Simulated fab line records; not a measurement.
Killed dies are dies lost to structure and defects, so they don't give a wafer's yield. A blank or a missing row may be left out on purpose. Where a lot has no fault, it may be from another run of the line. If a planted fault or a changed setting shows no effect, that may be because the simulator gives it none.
Struck lot and sound lot, side by side :: flow sky130 :: 15 out of 708 route steps
Sound: wafers L299.3, L299.4, L299.6. The struck wafers were L312.3, L312.5, L312.6. The cause is named last.
At each step with rows: each side's tool, then ch and its chambers, then its first start. Under that, the readings that differ: sound wafers :: struck wafers :: difference of the means :: sigmas: that difference in standard deviations of wafers without a fault.
alike: readings whose means differ by less than 2 such deviations, and words and numbers that are the same on both sides. not compared: withheld readings, readings that some wafer has no value for, bounds like >300 that may hide the same value, and numbers for which the record gives no deviation and whose values overlap.
A row with sigmas, a row that says differs or no value, or rows on one side alone: a step with any of these is where the two part. Non-overlapping numbers with no deviation appear without sigmas and do not part them. A reading missing from all wafers of one side parts the sides only when that side holds two or more wafers.

first, 3 steps without rows for these wafers: SKY_PASSIVATION_EXPOSE_08 (exposes mask NSM, target cd 3000 nm); SKY_PASSIVATION_PEB_09; SKY_PASSIVATION_DEVELOP_10 (develop time 60 s).
SKY_PASSIVATION_ETCH_11: etches the open film in CF4/O2, stops on AlCu, target depth 725 nm, time 161.1 s.
  sound on rieDiel-01 ch 1,3, day 45 08:14; struck on rieDiel-01 ch 2,3, day 49 00:35
  alike: drypumpMotorCurrentA, oesProductAu, rfFwdPowerW, throttleValvePct
  not compared: rfHoursCounterH
SKY_PASSIVATION_STRIP_12: strips in O2/N2.
  sound on plasmaAsher-03 ch 0,1, day 45 08:23; struck on plasmaAsher-01 ch 0,1, day 49 00:44
  alike: drypumpMotorCurrentA, oesProductAu, stripTimeToEndpointS
  not compared: rfHoursCounterH
then, 7 steps without rows for these wafers: SKY_PAD_OPEN_DEHYDRATE_00 (time 60 s); SKY_PAD_OPEN_HMDS_01 (prime time 60 s); SKY_PAD_OPEN_COAT_02 (resist thk 3000 nm); SKY_PAD_OPEN_SOFTBAKE_03; SKY_PAD_OPEN_EXPOSE_04 (exposes mask PDM, target cd 60000 nm); SKY_PAD_OPEN_PEB_05; SKY_PAD_OPEN_DEVELOP_06 (develop time 60 s).
SKY_PAD_OPEN_ETCH_07: etches the open film in CF4/O2, stops on AlCu, target depth 725 nm, time 161.1 s.
  sound on rieDiel-03 ch 0,1, day 46 05:16; struck on rieDiel-03 ch 2,3, day 49 17:02
reading: oesProductAu (a.u.)
sound: 0.972 0.987 0.990
struck: 0.912 0.906 0.913
difference: -0.073
sigmas: -11

reading: rfFwdPowerW (W)
sound: 797.1 795.7 795.2
struck: 666.4 664.7 669.3
difference: -129.2
sigmas: -54

reading: throttleValvePct (%)
sound: 5.949 5.981 5.971
struck: 5.943 5.932 5.954
difference: -0.024
sigmas: -3

reading: model.PAD_OPEN.featureDepthNm (nm)
sound: 702.7 710.8 711.4
struck: 624.7 621.4 622.6
difference: -85.4
sigmas: 

reading: model.etch.depthNm (nm)
sound: 702.7 710.8 711.4
struck: 624.7 621.4 622.6
difference: -85.4
sigmas: 
  alike: drypumpMotorCurrentA
  not compared: rfHoursCounterH
SKY_PAD_OPEN_STRIP_08: strips in O2/N2.
  sound on plasmaAsher-03 ch 0,1, day 46 05:24; struck on plasmaAsher-04 ch 0,1, day 49 17:10
  alike: drypumpMotorCurrentA, oesProductAu, stripTimeToEndpointS
  not compared: rfHoursCounterH
SKY_PAD_OPEN_PROBE_99:
  sound on prober-01, day 46 07:41; struck on prober-02, day 49 19:44
reading: model.etest.tester.sortNPass
sound: 397 414 421
struck: 118 27 97
difference: -330
sigmas: 

reading: model.etest.tester.sortYieldPct (%)
sound: 80.69 84.15 85.57
struck: 23.98 5.488 19.72
difference: -67.07
sigmas: 

reading: model.etest.tester.sort_bin_5_pct (%)
sound: 11.79 10.57 6.911
struck: 69.31 87.8 73.78
difference: +67.21
sigmas: 

reading: model.etest.liconNdiff.open
sound: 0 0 0
struck: 1 1 1
difference: +1
sigmas: 

reading: model.etest.tipP.open
sound: 0 0 0
struck: 1 1 1
difference: +1
sigmas: 

reading: model.etest.diodePdiffFingers.underFloor
sound: 0 0 0
struck: 1 1 1
difference: +1
sigmas: 

reading: model.etest.pfet_01v8_lvt.underFloor
sound: 0 0 0
struck: 1 1 1
difference: +1
sigmas: 

reading: model.etest.sonosBaked.open
sound: 0 0 0
struck: 1 1 1
difference: +1
sigmas: 
  alike: defectLimitedYield, killed_at_M0_to_M3, killed_at_M4_up, killedAtContacts, killedAtFrontEnd, killedAtOther, killedDies, killedOpen, killedShort

## WHERE THEY PART
Within this record, at SKY_PAD_OPEN_ETCH_07 only. Later steps at which nothing parts them and some readings are alike: SKY_PAD_OPEN_STRIP_08, SKY_PAD_OPEN_PROBE_99.

WHY: what the simulator had put in
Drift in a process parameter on rieDiel-03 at SKY_PAD_OPEN_ETCH_07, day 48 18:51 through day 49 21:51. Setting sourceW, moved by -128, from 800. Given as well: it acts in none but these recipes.
